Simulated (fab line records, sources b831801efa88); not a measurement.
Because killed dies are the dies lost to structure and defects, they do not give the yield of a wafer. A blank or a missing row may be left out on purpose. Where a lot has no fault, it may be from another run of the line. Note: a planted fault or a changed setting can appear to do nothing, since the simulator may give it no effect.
Which tool was responsible? | flow sky130 | Sampling: 13 lots, 39 wafers, 4 of 708 route steps

WHAT EACH GAUGE READ, for each wafer
The record holds no reading of a measuring or inspecting step that can be judged against a usual standard deviation.

WHICH TOOL RAN EACH LOT (tool, then ch and the chambers of the sampled wafers, then the start)
lot  | SKY_RES_PROTECT_SOFTBAKE_03       | SKY_LOCAL_INTERCONNECT_SPUTTER_00 | SKY_METAL1_SPUTTER_03        | SKY_METAL1_DESCUM_17
L290 | litho track-02 ch 0, day 14 22:49 | pvd sputter-03, day 29 09:28      | pvd sputter-02, day 31 20:16 | rie metal-02 ch 1, day 32 23:47
L293 | litho track-04 ch 0, day 15 18:23 | pvd sputter-04, day 31 07:26      | pvd sputter-01, day 33 16:08 | rie metal-02 ch 0,1, day 34 18:44
L294 | litho track-04 ch 0, day 16 22:37 | pvd sputter-04, day 31 13:48      | pvd sputter-04, day 33 22:59 | rie metal-01 ch 1, day 35 01:32
L296 | litho track-03 ch 0, day 17 02:49 | pvd sputter-03, day 31 15:23      | pvd sputter-04, day 34 00:53 | rie metal-01 ch 1, day 35 03:53
L300 | litho track-04 ch 0, day 18 05:07 | pvd sputter-04, day 32 15:53      | pvd sputter-01, day 35 00:18 | rie metal-01 ch 0,1, day 36 02:17
L302 | litho track-04 ch 0, day 19 02:20 | pvd sputter-02, day 33 09:16      | pvd sputter-04, day 35 16:37 | rie metal-03 ch 0,1, day 36 18:32
L306 | litho track-02 ch 0, day 20 23:56 | pvd sputter-03, day 35 03:08      | pvd sputter-04, day 37 09:56 | rie metal-02 ch 0,1, day 38 11:32
L307 | litho track-03 ch 0, day 21 04:23 | pvd sputter-03, day 35 06:20      | pvd sputter-01, day 37 13:40 | rie metal-03 ch 0,1, day 38 15:26
L308 | litho track-03 ch 0, day 21 07:50 | pvd sputter-02, day 35 10:17      | pvd sputter-04, day 37 16:38 | rie metal-03 ch 0,1, day 38 17:47
L309 | litho track-02 ch 0, day 22 04:02 | pvd sputter-02, day 36 04:25      | pvd sputter-02, day 38 10:45 | rie metal-02 ch 0,1, day 39 11:59
L310 | litho track-04 ch 0, day 22 17:01 | pvd sputter-03, day 36 14:19      | pvd sputter-02, day 38 21:53 | rie metal-03 ch 0,1, day 39 22:11
L312 | litho track-03 ch 0, day 22 21:04 | pvd sputter-02, day 36 15:35      | pvd sputter-04, day 38 22:04 | rie metal-01 ch 0,1, day 39 23:08
L311 | litho track-04 ch 0, day 22 23:49 | pvd sputter-02, day 36 20:14      | pvd sputter-02, day 39 02:52 | rie metal-03 ch 1, day 40 03:11
- SKY_RES_PROTECT_SOFTBAKE_03: time 60 s.
- SKY_LOCAL_INTERCONNECT_SPUTTER_00: material TiN, target thk 100 nm, time 83.3 s.
- SKY_METAL1_SPUTTER_03: material Ti, target thk 5 nm, time 3.3 s.
- SKY_METAL1_DESCUM_17: chemistry O2, time 8 s.

WHAT THE TOOLS THEMSELVES READ (means of the sampled wafers that have a number; where no wafer has one, the mark that the record gives instead)
SKY_RES_PROTECT_SOFTBAKE_03.
lot  | tool           | heater power total W (W) | run length s (s)
L290 | litho track-02 | 56.59                    | 89.07
L293 | litho track-04 | 56.59                    | 89.35
L294 | litho track-04 | 56.57                    | 89.47
L296 | litho track-03 | 56.61                    | 89.50
L300 | litho track-04 | 60.65                    | 77.80
L302 | litho track-04 | 60.65                    | 77.77
L306 | litho track-02 | 56.57                    | 89.17
L307 | litho track-03 | 56.55                    | 89.43
L308 | litho track-03 | 56.58                    | 89.42
L309 | litho track-02 | 56.58                    | 89.00
L310 | litho track-04 | 56.61                    | 89.43
L312 | litho track-03 | 56.57                    | 89.39
L311 | litho track-04 | 56.61                    | 89.55

SKY_LOCAL_INTERCONNECT_SPUTTER_00.
lot  | tool           | cathode dc power W (W) | throttle valve pct (%)
L290 | pvd sputter-03 | 6501.1                 | 29.5
L293 | pvd sputter-04 | 6500.5                 | 30.3
L294 | pvd sputter-04 | 6499.2                 | 29.0
L296 | pvd sputter-03 | 6500.9                 | 28.9
L300 | pvd sputter-04 | 6499.6                 | 29.2
L302 | pvd sputter-02 | 6500.2                 | 30.8
L306 | pvd sputter-03 | 6499.3                 | 29.1
L307 | pvd sputter-03 | 6500.0                 | 29.4
L308 | pvd sputter-02 | 6499.9                 | 29.9
L309 | pvd sputter-02 | 6499.9                 | 30.2
L310 | pvd sputter-03 | 6500.2                 | 29.6
L312 | pvd sputter-02 | 6501.5                 | 30.8
L311 | pvd sputter-02 | 6500.1                 | 30.2

SKY_METAL1_SPUTTER_03.
lot  | tool           | cathode dc power W (W) | throttle valve pct (%)
L290 | pvd sputter-02 | 2999.9                 | 30.1
L293 | pvd sputter-01 | 2999.6                 | 30.0
L294 | pvd sputter-04 | 3000.0                 | 29.5
L296 | pvd sputter-04 | 3001.0                 | 29.3
L300 | pvd sputter-01 | 3000.5                 | 29.8
L302 | pvd sputter-04 | 2999.8                 | 29.6
L306 | pvd sputter-04 | 3000.1                 | 29.5
L307 | pvd sputter-01 | 3000.4                 | 30.1
L308 | pvd sputter-04 | 3000.2                 | 29.5
L309 | pvd sputter-02 | 2999.7                 | 30.8
L310 | pvd sputter-02 | 3000.1                 | 29.9
L312 | pvd sputter-04 | 3000.3                 | 28.9
L311 | pvd sputter-02 | 2999.9                 | 30.8

SKY_METAL1_DESCUM_17.
lot  | tool         | drypump motor current A (A) | oes product au (a.u.)
L290 | rie metal-02 | 5.2                         | 1.000
L293 | rie metal-02 | 5.7                         | 1.008
L294 | rie metal-01 | 5.8                         | 0.995
L296 | rie metal-01 | 5.8                         | 1.003
L300 | rie metal-01 | 5.6                         | 0.999
L302 | rie metal-03 | 5.5                         | 0.999
L306 | rie metal-02 | 5.5                         | 1.012
L307 | rie metal-03 | 5.4                         | 0.999
L308 | rie metal-03 | 5.4                         | 0.994
L309 | rie metal-02 | 5.7                         | 1.006
L310 | rie metal-03 | 5.5                         | 0.994
L312 | rie metal-01 | 5.6                         | 0.992
L311 | rie metal-03 | 5.3                         | 0.995

THE ANSWER, worked out from the rows above alone
Rule: what is usual is taken from the lots themselves. The widest of any qualifying gaps counts: lots, ordered by their means at a reading, are off when they make up no more than a third of the lots, leave a main group of 4 or more, and stand apart from it by 3 or more times the standard deviation of that group's means. If all means in a main group match to the digits the tables above print for the reading, that group is not used. Also off: a lot with no number at a reading for which 4 or more lots have one. All remaining lots with rows at the step are treated as sound. The gauges are gone through in route order, then the tools' own readings, and for those a lot's mean is taken as printed above. At the first step where some lot is off, the reading lying furthest off is the one used; lots without a number count as furthest.
Off: L300, L302, at SKY_RES_PROTECT_SOFTBAKE_03 (heater power total W). For the main group the mean is 56.58 W and the standard deviation 0.019.
A tool fits if, at that step or a process step before it, it ran every lot that is off, and no sound lot after the first of them. Of those tried, none fits.

WHAT WAS PUT IN BY THE SIMULATOR
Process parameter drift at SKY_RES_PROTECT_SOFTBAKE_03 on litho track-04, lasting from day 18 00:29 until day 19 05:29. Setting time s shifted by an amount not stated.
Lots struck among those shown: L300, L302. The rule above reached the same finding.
